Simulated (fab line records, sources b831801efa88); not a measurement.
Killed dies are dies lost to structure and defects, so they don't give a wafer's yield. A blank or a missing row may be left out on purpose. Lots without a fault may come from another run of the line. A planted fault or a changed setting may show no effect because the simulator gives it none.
fab line records | flow sky130
record lots=24 wafers=72 last_day=51
route steps=708 shown CAPM@549 METAL3@568 VIA3@575 METAL4@633
lots that met no fault: from a run of the same line without faults
start_h: hours from the record's first day to the start of the lot's first wafer shown | wait_h: hours since the lot's step before | " the same as in the row above | L1.1+2: a row that stands for several wafers | - no value, or no start given | * or withheld: withheld | < > ~ a bound
route shown NAME@n: a module of which the file shows steps, and the number in the route of the first | usual: mean/standard deviation of fault-free wafers | same: alike in all rows | chamber/n: place in a boat | sites: the reading at each site | _std_site: their standard deviation | _edge_site: outer sites' mean less inner sites' | radius_mm: how far each site lies from the wafer's centre | mask NAME#n: copy n | behind: the tool/chamber that last shaped the wafer | hold: why the lot was held/for how many hours/how that ended | device: the transistor (n, p or np) that didn't switch | end of line: the same wafers' tests at the end of the route | a step without rows: its recipe alone | killed: dies lost to structure and defects at the first sort, not the wafer's yield | map: a wafer's dies, x killed, . not, _ none there
set.NAME: the setting as run; set.NAME@STEP: as run at that earlier step | model.NAME: the simulator's own value behind a step, which no gauge read
steps of the route over a sample of lots; a table a step, a row a wafer
services: from which hour (start_h, from the record's first day; less than 0 if before it) a tool's chamber was out of use, for how many hours, and why
## steps
# step SKY_CAPM_OVL_MEAS_12
# usual CAPM_OVL=1.2/1.3
# columns lot.wafer tool chamber start_h wait_h CAPM_OVL[nm]
L074.2 overlay-02 - 909.20 0.1 1.9
L074.4 " - " " 1.4
L074.5 " - " " 1.8
L075.3 overlay-02 - 912.62 0.1 2.9
L075.5 " - " " 2.4
L075.6 " - " " 3.1
L076.1 overlay-01 - 915.71 0.1 0.5
L076.3 " - " " 0.5
L076.5 " - " " 0.3
L077.1 overlay-01 - 933.39 0.1 1.6
L077.5 " - " " 1.1
L077.6 " - " " 0.3
L078.4 overlay-01 - 939.76 0.1 0.8
L078.5 " - " " 1.3
L078.6 " - " " 1.2
L079.2 overlay-01 - 941.02 0.1 1.8
L079.5 " - " " 1.7
L079.6 " - " " 2.7
L080.2 overlay-02 - 942.82 0.1 2.3
L080.4 " - " " 0.7
L080.5 " - " " 1.7
L081.4 overlay-02 - 963.58 0.1 0.3
L081.5 " - " " 2.1
L081.6 " - " " 0.4
L082.2 overlay-01 - 966.11 0.1 0.3
L082.4 " - " " -0.5
L082.6 " - " " -0.4
L083.1 overlay-02 - 968.16 0.1 3.6
L083.5 " - " " 3.9
L083.6 " - " " 3.7
L084.1 overlay-01 - 974.22 0.1 4.0
L084.3 " - " " 3.8
L084.4 " - " " 2.6
L085.1 overlay-02 - 988.64 0.1 1.0
L085.3 " - " " 1.6
L085.4 " - " " 1.0
L086.1 overlay-02 - 994.41 0.1 -0.4
L086.3 " - " " 1.5
L086.5 " - " " 0.7
L087.2 overlay-01 - 997.80 0.1 -0.8
L087.4 " - " " 0.0
L087.5 " - " " 0.4
L088.2 overlay-01 - 999.82 0.1 1.6
L088.4 " - " " 3.2
L088.6 " - " " 0.7
L089.1 overlay-01 - 1012.34 0.1 0.2
L089.2 " - " " 1.0
L089.3 " - " " -0.2
L090.4 overlay-02 - 1014.93 0.1 0.3
L090.5 " - " " -0.9
L090.6 " - " " -0.2
L091.2 overlay-01 - 1021.11 0.1 0.5
L091.3 " - " " 0.2
L091.6 " - " " 0.6
L092.4 overlay-01 - 1023.73 0.1 -1.5
L092.5 " - " " -2.5
L092.6 " - " " 0.7
L093.1 overlay-01 - 1037.79 0.1 0.2
L093.3 " - " " -0.2
L093.4 " - " " 1.8
L094.3 overlay-01 - 1038.67 0.1 -0.2
L094.5 " - " " 1.1
L094.6 " - " " 1.5
L095.1 overlay-02 - 1050.74 0.1 1.1
L095.4 " - " " -0.4
L095.5 " - " " 1.3
L096.2 overlay-01 - 1051.27 0.1 3.0
L096.4 " - " " 1.9
L096.5 " - " " 2.4
L097.2 overlay-02 - 1062.85 0.1 3.8
L097.5 " - " " 4.9
L097.6 " - " " 2.2
# step SKY_CAPM_STRIP_14
# recipe chemistry=O2/N2 power_w=1400 pressure_mtorr=1500 platen_temp_c=withheld o2_flow_sccm=3070 n2_flow_sccm=300 overash_fraction=0.5
# usual drypump_motor_current_A=5.72/0.28 o2_flow_sccm=3068/9.9 oes_product_au=0.711/0.005 strip_time_to_endpoint_s=12.66/0.05
# columns lot.wafer tool chamber start_h wait_h drypump_motor_current_A o2_flow_sccm oes_product_au rf_hours_counter_h strip_time_to_endpoint_s
L074.2 plasma_asher-03 1 909.31 0.1 5.23 3062 0.713 50 12.75
L074.4 " 1 " " 5.19 3059 0.714 - 12.74
L074.5 " 1 " " 5.21 3062 0.712 - 12.81
L075.3 plasma_asher-02 0 912.75 0.1 5.95 3061 0.711 - 12.71
L075.5 " 1 " " 5.72 3078 0.700 - 12.72
L075.6 " 0 " " 5.99 3064 0.705 - 12.70
L076.1 plasma_asher-02 0 915.82 0.1 5.95 3054 0.705 109 12.70
L076.3 " 1 " " 5.77 3056 0.709 - 12.72
L076.5 " 0 " " 5.94 3055 0.707 - 12.75
L077.1 plasma_asher-03 0 933.51 0.1 5.83 3060 0.717 52 12.63
L077.5 " 0 " " 5.81 3062 0.709 - 12.62
L077.6 " 1 " " 5.21 3068 0.704 - 12.63
L078.4 plasma_asher-02 0 939.89 0.1 5.94 3068 0.717 - 12.61
L078.5 " 1 " " 5.72 3074 0.713 - 12.72
L078.6 " 0 " " 5.93 3070 0.705 - 12.60
L079.2 plasma_asher-04 1 941.13 0.1 5.76 3071 0.698 83 12.70
L079.5 " 0 " " 6.00 3085 0.716 - 12.75
L079.6 " 1 " " 5.77 3062 0.710 - 12.59
L080.2 plasma_asher-02 1 942.93 0.1 5.74 3066 0.712 112 12.67
L080.4 " 1 " " 5.77 3056 0.714 - 12.68
L080.5 " 1 " " 5.67 3065 0.703 - 12.72
L081.4 plasma_asher-03 0 963.71 0.1 5.85 3081 0.710 - 12.67
L081.5 " 1 " " 5.26 3074 0.713 - 12.66
L081.6 " 0 " " 5.84 3068 0.712 - 12.69
L082.2 plasma_asher-02 0 966.22 0.1 5.96 3069 0.705 114 12.68
L082.4 " 1 " " 5.77 3051 0.713 - 12.68
L082.6 " 1 " " 5.71 3062 0.715 - 12.66
L083.1 plasma_asher-04 0 968.27 0.1 6.00 3068 0.705 86 12.64
L083.5 " 0 " " 6.00 3071 0.708 - 12.68
L083.6 " 1 " " 5.75 3073 0.710 - 12.64
L084.1 plasma_asher-03 1 974.33 0.1 5.18 3084 0.720 56 12.65
L084.3 " 1 " " 5.19 3066 0.718 - 12.64
L084.4 " 0 " " 5.84 3069 0.719 - 12.65
L085.1 plasma_asher-03 0 988.76 0.1 5.79 3069 0.719 58 12.60
L085.3 " 1 " " 5.17 3062 0.714 - 12.66
L085.4 " 0 " " 5.81 3077 0.712 - 12.62
L086.1 plasma_asher-02 0 994.52 0.1 5.98 3064 0.713 117 12.63
L086.3 " 1 " " 5.75 3065 0.715 - 12.61
L086.5 " 1 " " 5.66 3070 0.713 - 12.69
L087.2 plasma_asher-03 0 997.91 0.1 5.83 3069 0.706 59 12.71
L087.4 " 0 " " 5.86 3070 0.721 - 12.74
L087.5 " 0 " " 5.84 3059 0.712 - 12.76
L088.2 plasma_asher-03 1 999.93 0.1 5.17 3068 0.701 59 12.60
L088.4 " 1 " " 5.20 3073 0.709 - 12.63
L088.6 " 1 " " 5.20 3070 0.711 - 12.62
L089.1 plasma_asher-04 0 1012.46 0.1 6.05 3084 0.711 90 12.64
L089.2 " 1 " " 5.76 3088 0.716 90 12.67
L089.3 " 0 " " 6.02 3074 0.710 - 12.66
L090.4 plasma_asher-03 1 1015.05 0.1 5.22 3058 0.711 - 12.64
L090.5 " 1 " " 5.20 3055 0.706 - 12.63
L090.6 " 0 " " 5.81 3073 0.721 - 12.61
L091.2 plasma_asher-04 1 1021.22 0.1 5.77 3051 0.707 91 12.70
L091.3 " 1 " " 5.75 3061 0.713 - 12.51
L091.6 " 0 " " 6.02 3073 0.706 - 12.57
L092.4 plasma_asher-04 1 1023.86 0.1 5.78 3084 0.714 - 12.71
L092.5 " 0 " " 6.04 3065 0.715 - 12.72
L092.6 " 1 " " 5.77 3083 0.705 - 12.67
L093.1 plasma_asher-02 1 1037.91 0.1 5.74 3070 0.708 121 12.66
L093.3 " 1 " " 5.73 3054 0.719 - 12.65
L093.4 " 0 " " 5.95 3071 0.706 - 12.61
L094.3 plasma_asher-03 0 1038.83 0.1 5.87 3074 0.711 - 12.64
L094.5 " 0 " " 5.83 3071 0.712 - 12.63
L094.6 " 1 " " 5.19 3061 0.717 - 12.66
L095.1 plasma_asher-04 1 1050.86 0.1 5.78 3061 0.707 94 12.67
L095.4 " 1 " " 5.80 3082 0.713 - 12.63
L095.5 " 0 " " 6.04 3062 0.711 - 12.65
L096.2 plasma_asher-02 0 1051.38 0.1 5.95 3081 0.714 122 12.53
L096.4 " 1 " " 5.79 3078 0.710 - 12.54
L096.5 " 1 " " 5.76 3061 0.708 - 12.62
L097.2 plasma_asher-03 0 1062.96 0.1 5.83 3059 0.710 65 12.67
L097.5 " 0 " " 5.81 3065 0.712 - 12.62
L097.6 " 1 " " 5.20 3081 0.704 - 12.66
# step SKY_METAL3_METAL_ETCH_18
# recipe target_depth_a=8450 stop_on=SiO2 over_etch_frac=0.3 time_s=183.1 chemistry=Cl2/BCl3 resist_sidewall_deg=88 pressure_mtorr=10 icp_w=900 bias_w=48.5 Cl2_flow_sccm=60 bcl3_flow_sccm=30
# usual drypump_motor_current_A=5.7/0.46 mfc_cl2_sccm=60.02/0.19 oes_product_au=0.865/0.0064 throttle_valve_pct=22.266/0.009
# columns lot.wafer tool chamber start_h wait_h drypump_motor_current_A mfc_cl2_sccm oes_product_au rf_hours_counter_h throttle_valve_pct
L074.2 rie_metal-02 1 935.42 0.0 5.3 59.91 0.868 10 22.276
L074.4 " 1 " " 5.4 60.13 0.858 - 22.264
L074.5 " 0 " " 5.5 59.94 0.863 - 22.268
L075.3 rie_metal-04 1 939.08 0.1 5.5 59.89 0.865 - 22.270
L075.5 " 0 " " 6.4 59.87 0.869 - 22.258
L075.6 " 1 " " 5.5 60.37 0.874 - 22.276
L076.1 rie_metal-03 0 942.02 0.0 5.8 59.93 0.861 18 22.282
L076.3 " 0 " " 5.8 59.92 0.868 - 22.263
L076.5 " 0 " " 5.8 59.82 0.867 - 22.263
L077.1 rie_metal-03 0 959.00 0.0 5.9 60.08 0.854 19 22.259
L077.5 " 0 " " 5.8 60.01 0.871 - 22.269
L077.6 " 1 " " 5.0 60.15 0.872 - 22.271
L078.4 rie_metal-03 0 965.71 0.1 5.8 59.96 0.867 - 22.256
L078.5 " 0 " " 5.9 60.19 0.860 - 22.258
L078.6 " 1 " " 5.1 60.30 0.866 - 22.272
L079.2 rie_metal-04 1 967.02 0.0 5.5 60.14 0.869 13 22.261
L079.5 " 1 " " 5.4 60.19 0.855 - 22.267
L079.6 " 0 " " 6.4 59.93 0.865 - 22.262
L080.2 rie_metal-04 0 968.60 0.0 6.4 60.29 0.874 17 22.265
L080.4 " 0 " " 6.3 60.07 0.874 - 22.267
L080.5 " 0 " " 6.4 60.10 0.879 - 22.242
L081.4 rie_metal-04 1 989.03 0.1 5.4 59.82 0.865 - 22.260
L081.5 " 1 " " 5.5 59.99 0.857 - 22.265
L081.6 " 0 " " 6.4 60.00 0.854 - 22.269
L082.2 rie_metal-04 1 991.32 0.0 5.4 59.95 0.870 15 22.273
L082.4 " 1 " " 5.5 60.26 0.871 - 22.261
L082.6 " 0 " " 6.4 59.88 0.870 - 22.277
L083.1 rie_metal-04 1 994.12 0.0 5.5 59.92 0.861 15 22.276
L083.5 " 1 " " 5.5 59.79 0.873 - 22.268
L083.6 " 0 " " 6.4 60.17 0.863 - 22.266
L084.1 rie_metal-03 0 999.35 0.0 5.8 59.71 0.866 21 22.243
L084.3 " 1 " " 5.0 60.31 0.869 - 22.282
L084.4 " 0 " " 5.9 59.78 0.866 - 22.270
L085.1 rie_metal-04 1 1013.87 0.0 5.5 59.90 0.864 16 22.265
L085.3 " 1 " " 5.4 59.98 0.866 - 22.244
L085.4 " 0 " " 6.4 60.12 0.865 - 22.246
L086.1 rie_metal-04 1 1019.02 0.0 5.5 60.00 0.875 17 22.260
L086.3 " 1 " " 5.5 59.74 0.867 - 22.282
L086.5 " 1 " " 5.5 59.73 0.859 - 22.273
L087.2 rie_metal-03 0 1022.92 0.0 5.9 60.22 0.886 23 22.275
L087.4 " 0 " " 5.9 60.43 0.871 - 22.269
L087.5 " 1 " " 5.1 59.83 0.872 - 22.263
L088.2 rie_metal-02 0 1024.96 0.0 5.5 60.04 0.867 13 22.271
L088.4 " 1 " " 5.4 59.90 0.873 - 22.269
L088.6 " 1 " " 5.4 59.75 0.867 - 22.274
L089.1 rie_metal-03 1 1037.87 0.0 5.0 59.70 0.864 12 22.273
L089.2 " 0 " " 5.8 60.28 0.867 24 22.263
L089.3 " 0 " " 5.8 59.91 0.858 - 22.267
L090.4 rie_metal-03 1 1038.98 0.1 5.0 60.03 0.857 - 22.271
L090.5 " 0 " " 5.8 60.04 0.864 - 22.261
L090.6 " 1 " " 5.0 60.00 0.858 - 22.262
L091.2 rie_metal-02 1 1045.67 0.0 5.4 59.80 0.864 15 22.266
L091.3 " 1 " " 5.4 60.17 0.859 - 22.281
L091.6 " 0 " " 5.5 59.78 0.854 - 22.272
L092.4 rie_metal-02 1 1048.38 0.1 5.3 59.94 0.853 - 22.277
L092.5 " 1 " " 5.3 59.83 0.865 - 22.259
L092.6 " 0 " " 5.5 59.93 0.861 - 22.259
L093.1 rie_metal-02 0 1062.12 0.0 5.5 60.21 0.865 15 22.249
L093.3 " 1 " " 5.4 59.82 0.861 - 22.264
L093.4 " 0 " " 5.5 60.06 0.862 - 22.260
L094.3 rie_metal-04 0 1062.34 0.1 6.4 60.00 0.859 - 22.273
L094.5 " 0 " " 6.4 59.81 0.852 - 22.268
L094.6 " 0 " " 6.4 59.83 0.867 - 22.261
L095.1 rie_metal-04 1 1079.85 0.0 5.5 60.19 0.865 20 22.259
L095.4 " 1 " " 5.4 60.09 0.858 - 22.280
L095.5 " 1 " " 5.5 60.02 0.858 - 22.258
L096.2 rie_metal-03 1 1080.21 0.0 5.0 59.79 0.866 15 22.270
L096.4 " 1 " " 5.0 59.49 0.864 - 22.269
L096.5 " 1 " " 5.0 59.76 0.862 - 22.267
L097.2 rie_metal-04 1 1086.17 0.0 5.5 59.84 0.859 21 22.257
L097.5 " 1 " " 5.5 59.94 0.859 - 22.277
L097.6 " 0 " " 6.4 60.27 0.864 - 22.270
# step SKY_VIA3_CMP_02
# recipe material=SiO2 down_force_psi=4 platen_rpm=60 pad_velocity_m_s=0.94248
# usual motor_current_A=12.0/1.3 retaining_ring_pressure_frac=1.000/0.005
# columns lot.wafer tool chamber start_h wait_h motor_current_A retaining_ring_pressure_frac
L074.4 cmp-01 0 936.53 0.1 9.2 1.003
L074.2 " 1 " " 11.4 1.000
L074.5 " 2 " " 11.7 1.006
L075.3 cmp-01 0 940.03 0.0 9.7 1.003
L075.6 " 0 " " 9.7 1.002
L075.5 " 1 " " 11.1 0.996
L076.1 cmp-01 0 943.07 0.1 9.6 0.998
L076.3 " 2 " " 12.4 1.007
L076.5 " 0 " " 9.3 0.996
L077.1 cmp-02 0 960.04 0.1 12.2 0.995
L077.5 " 3 " " 11.9 1.002
L077.6 " 0 " " 12.0 0.999
L078.4 cmp-02 2 966.96 0.3 14.6 1.001
L078.5 " 1 " " 11.0 1.001
L078.6 " 2 " " 13.3 1.002
L079.2 cmp-02 1 968.11 0.1 11.4 1.006
L079.6 " 1 " " 11.4 1.001
L079.5 " 2 " " 14.3 0.994
L080.2 cmp-02 1 969.69 0.1 11.3 0.998
L080.4 " 2 " " 14.1 0.999
L080.5 " 0 " " 12.1 1.000
L081.4 cmp-02 0 990.22 0.3 12.2 1.000
L081.6 " 2 " " 14.0 0.989
L081.5 " 3 " " 11.6 0.999
L082.2 cmp-02 3 992.76 0.5 12.1 1.007
L082.4 " 0 " " 11.6 0.990
L082.6 " 3 " " 12.6 1.013
L083.1 cmp-02 0 995.27 0.2 11.8 0.989
L083.5 " 1 " " 11.6 1.003
L083.6 " 2 " " 14.5 0.996
L084.3 cmp-02 0 1000.39 0.1 12.0 0.999
L084.4 " 1 " " 11.4 1.002
L084.1 " 2 " " 14.0 1.002
L085.1 cmp-02 1 1014.95 0.1 11.3 1.003
L085.3 " 2 " " 14.7 0.992
L085.4 " 3 " " 12.5 0.997
L086.3 cmp-01 1 1020.16 0.1 11.2 0.997
L086.1 " 2 " " 12.6 1.003
L086.5 " 3 " " 11.9 0.999
L087.4 cmp-02 2 1024.01 0.0 15.0 1.010
L087.2 " 1 " " 11.3 1.001
L087.5 " 3 " " 11.7 1.000
L088.2 cmp-01 0 1026.02 0.1 9.8 0.997
L088.4 " 2 " " 12.6 1.001
L088.6 " 3 " " 12.8 0.998
L089.1 cmp-02 1 1038.87 0.1 11.3 1.002
L089.2 " 2 " " 14.3 0.995
L089.3 " 3 " " 12.0 0.995
L090.4 cmp-02 1 1040.07 0.2 11.3 0.992
L090.5 " 2 " " 14.3 1.002
L090.6 " 3 " " 11.7 0.997
L091.3 cmp-02 0 1046.75 0.0 12.0 1.001
L091.2 " 2 " " 13.6 0.995
L091.6 " 0 " " 12.2 1.003
L092.4 cmp-02 3 1049.43 0.0 12.0 1.000
L092.5 " 3 " " 11.8 1.001
L092.6 " 0 " " 12.1 1.002
L093.3 cmp-02 1 1063.17 0.1 11.3 0.999
L093.1 " 2 " " 14.3 1.003
L093.4 " 3 " " 11.9 0.990
L094.3 cmp-01 1 1063.55 0.1 11.2 1.002
L094.6 " 1 " " 11.0 1.003
L094.5 " 2 " " 12.4 0.998
L095.4 cmp-01 0 1080.93 0.0 9.4 0.998
L095.1 " 2 " " 12.0 1.004
L095.5 " 1 " " 10.9 0.993
L096.2 cmp-02 3 1081.68 0.2 11.9 1.005
L096.4 " 2 " " 13.1 1.002
L096.5 " 0 " " 11.6 1.006
L097.2 cmp-02 1 1087.30 0.0 11.8 1.007
L097.6 " 1 " " 11.2 1.001
L097.5 " 2 " " 13.1 0.997
# step SKY_VIA3_BOW_MEAS_03
# recipe mode=bow
# usual VIA3_BOW=79/7.6
# columns lot.wafer tool chamber start_h wait_h VIA3_BOW[um]
L074.2 film_metro-02 - 936.75 0.1 89
L074.4 " - " " 80
L074.5 " - " " 100
L075.3 film_metro-02 - 940.37 0.3 77
L075.5 " - " " 81
L075.6 " - " " 79
L076.1 film_metro-01 - 943.32 0.2 85
L076.3 " - " " 85
L076.5 " - " " 77
L077.1 film_metro-02 - 960.29 0.2 82
L077.5 " - " " 82
L077.6 " - " " 91
L078.4 film_metro-04 - 967.27 0.3 70
L078.5 " - " " 69
L078.6 " - " " 79
L079.2 film_metro-04 - 968.43 0.3 85
L079.5 " - " " 74
L079.6 " - " " 77
L080.2 film_metro-01 - 969.91 0.2 62
L080.4 " - " " 63
L080.5 " - " " 69
L081.4 film_metro-02 - 990.48 0.2 86
L081.5 " - " " 89
L081.6 " - " " 75
L082.2 film_metro-01 - 993.08 0.3 78
L082.4 " - " " 67
L082.6 " - " " 65
L083.1 film_metro-01 - 995.42 0.1 75
L083.5 " - " " 72
L083.6 " - " " 67
L084.1 film_metro-02 - 1000.64 0.1 89
L084.3 " - " " 85
L084.4 " - " " 77
L085.1 film_metro-02 - 1015.25 0.2 83
L085.3 " - " " 79
L085.4 " - " " 69
L086.1 film_metro-01 - 1020.36 0.1 76
L086.3 " - " " 86
L086.5 " - " " 79
L087.2 film_metro-04 - 1024.33 0.1 84
L087.4 " - " " 85
L087.5 " - " " 104
L088.2 film_metro-04 - 1026.29 0.2 71
L088.4 " - " " 72
L088.6 " - " " 72
L089.1 film_metro-01 - 1039.17 0.2 75
L089.2 " - " " 91
L089.3 " - " " 76
L090.4 film_metro-04 - 1040.28 0.2 73
L090.5 " - " " 77
L090.6 " - " " 70
L091.2 film_metro-04 - 1047.07 0.2 74
L091.3 " - " " 74
L091.6 " - " " 91
L092.4 film_metro-02 - 1049.79 0.3 78
L092.5 " - " " 97
L092.6 " - " " 83
L093.1 film_metro-01 - 1063.42 0.1 79
L093.3 " - " " 87
L093.4 " - " " 86
L094.3 film_metro-02 - 1063.89 0.3 78
L094.5 " - " " 80
L094.6 " - " " 76
L095.1 film_metro-01 - 1081.23 0.1 75
L095.4 " - " " 79
L095.5 " - " " 76
L096.2 film_metro-01 - 1082.00 0.3 78
L096.4 " - " " 70
L096.5 " - " " 70
L097.2 film_metro-01 - 1087.62 0.3 80
L097.5 " - " " 80
L097.6 " - " " 86
# step SKY_METAL4_ETCH_17
# recipe target=SiO2 stop_on=TiN chemistry=C4F8/O2/Ar source_w=1500 bias_w=1200 pressure_mtorr=40 c4f8_flow_sccm=withheld O2_flow_sccm=6 Ar_flow_sccm=300 time_s=3.9 target_depth_a=150
# usual oes_product_au=0.754/0.0074
# columns lot.wafer tool chamber start_h wait_h oes_product_au rf_hours_counter_h
L074.2 rie_diel-01 2 1012.98 0.1 0.752 7
L074.4 " 1 " " 0.755 17
L074.5 " 2 " " 0.756 -
L075.3 rie_diel-02 1 1017.58 0.0 0.762 13
L075.5 " 2 " " 0.758 -
L075.6 " 3 " " 0.763 -
L076.1 rie_diel-02 0 1020.06 0.1 0.757 2
L076.3 " 2 " " 0.751 6
L076.5 " 0 " " 0.756 -
L077.1 rie_diel-01 3 1037.01 0.1 0.729 2
L077.5 " 2 " " 0.757 -
L077.6 " 0 " " 0.754 -
L078.4 rie_diel-02 3 1041.90 0.0 0.748 14
L078.5 " 0 " " 0.754 -
L078.6 " 3 " " 0.749 -
L079.2 rie_diel-01 0 1042.54 0.1 0.752 19
L079.5 " 0 " " 0.753 -
L079.6 " 3 " " 0.762 -
L080.2 rie_diel-03 1 1044.42 0.1 0.745 17
L080.4 " 3 " " 0.747 11
L080.5 " 0 " " 0.752 -
L081.4 rie_diel-03 1 1064.23 0.1 0.755 18
L081.5 " 0 " " 0.760 -
L081.6 " 1 " " 0.758 -
L082.2 rie_diel-01 3 1067.12 0.1 0.758 3
L082.4 " 0 " " 0.765 -
L082.6 " 3 " " 0.760 -
L083.1 rie_diel-03 3 1068.34 0.1 0.754 11
L083.5 " 3 " " 0.757 -
L083.6 " 2 " " 0.748 -
L084.1 rie_diel-02 3 1073.57 0.2 0.754 15
L084.3 " 1 " " 0.746 14
L084.4 " 2 " " 0.750 8
L085.1 rie_diel-02 3 1085.80 0.1 0.752 16
L085.3 " 1 " " 0.744 15
L085.4 " 0 " " 0.770 4
L086.1 rie_diel-02 2 1089.24 0.1 0.733 8
L086.3 " 1 " " 0.744 15
L086.5 " 1 " " 0.749 -
L087.2 rie_diel-02 3 1094.54 0.1 0.746 16
L087.4 " 0 " " 0.749 4
L087.5 " 0 " " 0.749 -
L088.2 rie_diel-01 3 1096.34 0.1 0.762 5
L088.4 " 0 " " 0.749 22
L088.6 " 3 " " 0.763 -
L089.1 rie_diel-02 0 1108.60 0.1 0.746 5
L089.2 " 2 " " 0.754 9
L089.3 " 3 " " 0.750 17
L090.4 rie_diel-01 3 1109.47 0.1 0.758 5
L090.5 " 0 " " 0.758 -
L090.6 " 1 " " 0.761 -
L091.2 rie_diel-03 0 1115.65 0.1 0.755 15
L091.3 " 2 " " 0.750 19
L091.6 " 1 " " 0.767 -
L092.4 rie_diel-01 0 1117.15 0.0 0.765 22
L092.5 " 0 " " 0.759 -
L092.6 " 1 " " 0.765 -
L093.1 rie_diel-02 1 1131.58 0.1 0.747 16
L093.3 " 0 " " 0.750 6
L093.4 " 3 " " 0.748 17
L094.3 rie_diel-01 0 1131.84 0.0 0.746 23
L094.5 " 3 " " 0.754 -
L094.6 " 2 " " 0.757 -
L095.1 rie_diel-03 1 1145.07 0.2 0.745 20
L095.4 " 0 " " 0.754 15
L095.5 " 1 " " 0.757 -
L096.2 rie_diel-01 0 1146.05 0.1 0.754 23
L096.4 " 3 " " 0.761 6
L096.5 " 2 " " 0.760 -
L097.2 rie_diel-01 2 1152.54 0.1 0.771 12
L097.5 " 2 " " 0.752 -
L097.6 " 1 " " 0.772 -
## services
# columns tool chamber start_h hours kind
plasma_asher-02 - 891.27 2.8 repair
plasma_asher-03 - 908.00 0.4 repair
cmp-01 - 912.25 4.0 pm
cmp-02 - 916.84 1.1 repair
rie_diel-01 3 924.23 2.2 repair
cmp-01 - 958.86 54.0 repair
plasma_asher-02 - 963.28 2.8 pm
cmp-01 - 990.65 1.9 repair
cmp-02 - 990.74 0.5 repair
rie_diel-01 1 1020.60 18.3 repair
rie_diel-01 2 1023.12 3.8 repair
cmp-02 - 1026.96 4.4 pm
plasma_asher-02 - 1055.25 9.0 pm
rie_diel-02 3 1059.08 1.8 repair
rie_metal-04 1 1061.51 4.9 repair
rie_diel-01 1 1063.39 18.1 repair
cmp-02 - 1063.42 4.0 pm
cmp-02 - 1072.04 1.6 repair
rie_diel-01 2 1085.65 4.3 repair
rie_diel-01 1 1088.68 1.8 repair
cmp-02 - 1094.33 2.3 repair
cmp-02 - 1099.13 0.7 repair
rie_metal-04 - 1115.26 0.7 repair
rie_diel-01 - 1136.05 10.0 pm
## key
fault none
